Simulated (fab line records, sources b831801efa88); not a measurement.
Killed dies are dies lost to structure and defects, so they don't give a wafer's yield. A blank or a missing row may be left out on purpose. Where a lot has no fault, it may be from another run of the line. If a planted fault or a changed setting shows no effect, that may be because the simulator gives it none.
A lot that was struck, set against a sound lot || flow sky130 || 14 steps out of a route of 708
Sound: the wafers L498.2, L498.3, L498.5. Wafers struck: L504.2, L504.3, L504.4. The cause comes at the end.
Per side, at each step with rows, come the tool, then ch with its chambers, and then its first start. Under that, the readings that differ: sound wafers || struck wafers || difference of the means || sigmas: that difference in standard deviations of wafers without a fault.
alike: a reading whose means differ by less than 2 such deviations, as well as words and numbers matching on both sides. not compared: withheld readings; readings where some wafer has no value; bounds like >300 that might hide an equal value; numbers whose values overlap and for which the record gives no deviation.
Wherever a step has rows on one side only, a row that says differs or no value, or a row with sigmas, the two part there. Non-overlapping numbers with no deviation appear without sigmas and do not part them. A reading missing from all wafers of one side parts the sides only when that side holds two or more wafers.

first, 1 step without rows for these wafers: SKY_CAP2M_DEVELOP_11 (develop time 60 s).
SKY_CAP2M_OVL_MEAS_12:
  struck on overlay-02, day 46 00:26; sound on overlay-02, day 45 02:26
  alike: CAP2M_OVL
SKY_CAP2M_METAL_ETCH_13: etches TiN in Cl2/BCl3, stops on SiO2, target depth 220 nm, time 62.9 s.
  sound on rie-metal-03 ch 0,1, day 45 02:28; struck on rie-metal-01 ch 0,1, day 46 00:28
  alike: drypump-motor-current-A, oes-product-au, throttle-valve-pct
  not compared: rf-hours-counter-h
SKY_CAP2M_STRIP_14: strips in O2/N2.
  sound on plasma-asher-03 ch 0,1, day 45 02:33; struck on plasma-asher-03 ch 0,1, day 46 00:32
{"reading": "strip-time-to-endpoint-s (s)", "sound": "12.63 12.62 12.59", "struck": "12.79 12.79 12.67", "difference": "+0.14", "sigmas": "+3"}
  alike: drypump-motor-current-A, oes-product-au
  not compared: rf-hours-counter-h
then, 8 steps without rows for these wafers: SKY_CAP2M_STRIP_15 (strips in post etch residue remover, time 1200 s); SKY_CAP2M_CLEAN_16 (cleans in IPA, time 180 s); SKY_CAP2M_CLEAN_17 (cleans in O3/DIW); SKY_METAL4_DEHYDRATE_05 (time 60 s); SKY_METAL4_HMDS_06 (prime time 60 s); SKY_METAL4_COAT_07 (resist thk 60 nm); SKY_METAL4_COAT_08 (resist thk 1140 nm); SKY_METAL4_SOFTBAKE_09 (time 90 s).
SKY_METAL4_EXPOSE_10: exposes mask MM4, target cd 300 nm.
  sound on krf-scanner-01 ch 0, day 45 13:55; struck on krf-scanner-02, day 46 11:58
  no value came back on the struck wafers for exposure-dose-mJ-cm2, focus-offset-nm (nm); on the sound wafers exposure-dose-mJ-cm2 reads 28.11 28.10 28.08
  alike: mask
after that, 1 step had no rows for these wafers: SKY_METAL4_PEB_11.

## WHERE THEY PART
First at SKY_CAP2M_STRIP_14; last, within this record, at SKY_METAL4_EXPOSE_10.

WHY: whatever the simulator had introduced
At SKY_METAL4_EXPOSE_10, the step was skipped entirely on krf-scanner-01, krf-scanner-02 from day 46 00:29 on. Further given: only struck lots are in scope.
